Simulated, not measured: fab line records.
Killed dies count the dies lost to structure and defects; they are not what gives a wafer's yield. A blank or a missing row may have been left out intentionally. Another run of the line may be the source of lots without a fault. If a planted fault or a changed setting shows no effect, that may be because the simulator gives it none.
Which tool was responsible? -- flow gf180mcu -- 42 wafers from 14 lots sampled at 4 of the route's 602 steps

== WHAT EACH GAUGE READ, for each wafer ==
GF_V3_RS_MEAS_24: measurement is done with a four-point probe.
lot,measured,on,V3_W_RS (ohm/sq)
L744,day 22 11:37,film metro-04,0.338 0.336 0.334
L745,day 22 21:49,film metro-04,0.327 0.328 0.328
L746,day 23 01:34,film metro-01,0.330 0.333 0.333
L747,day 23 12:56,film metro-04,0.323 0.329 0.327
L755,day 26 06:32,film metro-04,0.333 0.335 0.335
L756,day 26 11:59,film metro-02,0.335 0.336 0.333
L757,day 26 18:02,film metro-02,0.335 0.331 0.332
L759,day 27 11:46,film metro-02,0.327 0.324 0.323
L761,day 28 05:45,film metro-01,0.325 0.331 0.331
L762,day 28 07:14,film metro-02,0.328 0.321 0.326
L763,day 28 11:18,film metro-02,0.331 0.324 0.332
L764,day 28 21:25,film metro-04,0.328 0.333 0.334
L766,day 29 11:02,film metro-01,0.334 0.329 0.335
L767,day 29 18:29,film metro-01,0.330 0.328 0.331

GF_M4_OVL_MEAS_15.
lot,measured,on,M4_OVL (nm)
L744,day 23 11:44,overlay-02,-2 -7 -6
L745,day 23 20:55,overlay-02,-12 -7 -13
L746,day 23 23:43,overlay-02,2 -4 -4
L747,day 24 10:59,overlay-01,8 6 10
L755,day 27 02:55,overlay-02,-1 -2 -4
L756,day 27 09:43,overlay-01,- - -
L757,day 27 15:17,overlay-02,- - -
L759,day 28 08:25,overlay-02,11 11 4
L761,day 29 01:46,overlay-01,-1 -10 -1
L762,day 29 03:29,overlay-02,8 2 3
L763,day 29 07:21,overlay-02,-4 2 -1
L764,day 29 17:22,overlay-02,-4 0 -4
L766,day 30 06:38,overlay-02,-4 -5 -5
L767,day 30 13:41,overlay-01,-2 -3 -2

== WHAT TOOL EACH LOT RAN ON (gives the tool, then ch and the chambers of the sampled wafers, and finally the start) ==
lot,GF_M4_SPUTTER_04,GF_M4_EXPOSE_11
L744,"pvd sputter-03, day 22 12:17","krf scanner-02 ch 0, day 22 23:47"
L745,"pvd sputter-03, day 22 22:28","krf scanner-02 ch 0, day 23 10:08"
L746,"pvd sputter-03, day 23 02:14","krf scanner-01 ch 0, day 23 13:35"
L747,"pvd sputter-01, day 23 13:32","krf scanner-01 ch 0, day 24 00:09"
L755,"pvd sputter-01, day 26 07:11","krf scanner-01 ch 0, day 26 17:01"
L756,"pvd sputter-02, day 26 12:37","krf scanner-02, day 27 00:03"
L757,"pvd sputter-03, day 26 18:39","krf scanner-01, day 27 05:24"
L759,"pvd sputter-01, day 27 12:26","krf scanner-01 ch 0, day 27 22:37"
L761,"pvd sputter-03, day 28 06:25","krf scanner-02 ch 0, day 28 16:05"
L762,"pvd sputter-02, day 28 07:53","krf scanner-01 ch 0, day 28 17:51"
L763,"pvd sputter-01, day 28 11:55","krf scanner-02 ch 0, day 28 21:43"
L764,"pvd sputter-03, day 28 22:04","krf scanner-02 ch 0, day 29 07:49"
L766,"pvd sputter-02, day 29 11:41","krf scanner-01 ch 0, day 29 21:20"
L767,"pvd sputter-03, day 29 19:08","krf scanner-01 ch 0, day 30 04:39"
- GF_M4_SPUTTER_04: material TiN, target thk 50 nm, time 41.7 s.
- GF_M4_EXPOSE_11: exposes mask Metal4, target cd 280 nm.

== WHAT THE TOOLS THEMSELVES READ (means of the sampled wafers that have a number; where no wafer has one, the mark that the record gives instead) ==
GF_M4_SPUTTER_04.
lot,tool,throttle valve pct (%)
L744,pvd sputter-03,31.1
L745,pvd sputter-03,30.1
L746,pvd sputter-03,30.0
L747,pvd sputter-01,29.7
L755,pvd sputter-01,30.5
L756,pvd sputter-02,29.9
L757,pvd sputter-03,30.1
L759,pvd sputter-01,30.0
L761,pvd sputter-03,30.0
L762,pvd sputter-02,29.0
L763,pvd sputter-01,30.6
L764,pvd sputter-03,31.1
L766,pvd sputter-02,29.2
L767,pvd sputter-03,30.1

GF_M4_EXPOSE_11.
lot,tool,exposure dose mJ cm2,focus offset nm (nm)
L744,krf scanner-02,28.008,0.9
L745,krf scanner-02,27.995,0.2
L746,krf scanner-01,27.985,-0.1
L747,krf scanner-01,28.015,-0.7
L755,krf scanner-01,28.011,0.0
L756,krf scanner-02,-,-
L757,krf scanner-01,-,-
L759,krf scanner-01,27.983,-1.0
L761,krf scanner-02,27.992,-0.1
L762,krf scanner-01,27.985,-0.1
L763,krf scanner-02,27.988,-0.3
L764,krf scanner-02,27.978,-0.0
L766,krf scanner-01,27.999,-0.1
L767,krf scanner-01,27.998,-0.8

== THE ANSWER, worked out from the rows above alone ==
Rule: what is usual is taken from the lots themselves. The widest of any qualifying gaps counts: lots, ordered by their means at a reading, are off when they make up no more than a third of the lots, leave a main group of 4 or more, and stand apart from it by 3 or more times the standard deviation of that group's means. A main group is skipped when, at the precision printed for the reading in the tables above, its means are all equal. Also off: a lot with no number at a reading for which 4 or more lots have one. All remaining lots with rows at the step are treated as sound. Order of review: gauges by route order, followed by the tools' own readings, for which a lot's mean as printed above is used. The first step at which some lot is off is used, and at that step the reading that is off furthest; a lot without a number counts as furthest.
Off: L756, L757, seen at GF_M4_OVL_MEAS_15 (M4_OVL). Without a number there: L756, L757. Mean -1 nm and standard deviation 5.3 in the main group.
A tool fits if, at a process step before that reading, it ran every lot that is off, and no sound lot after the first of them. Not tried: the gauges at GF_M4_OVL_MEAS_15; whatever is off there is also off at GF_M4_EXPOSE_11, on other tools, and gauge error can't account for it. Not one of the candidates tried fits.

== WHAT WAS PUT IN BY THE SIMULATOR ==
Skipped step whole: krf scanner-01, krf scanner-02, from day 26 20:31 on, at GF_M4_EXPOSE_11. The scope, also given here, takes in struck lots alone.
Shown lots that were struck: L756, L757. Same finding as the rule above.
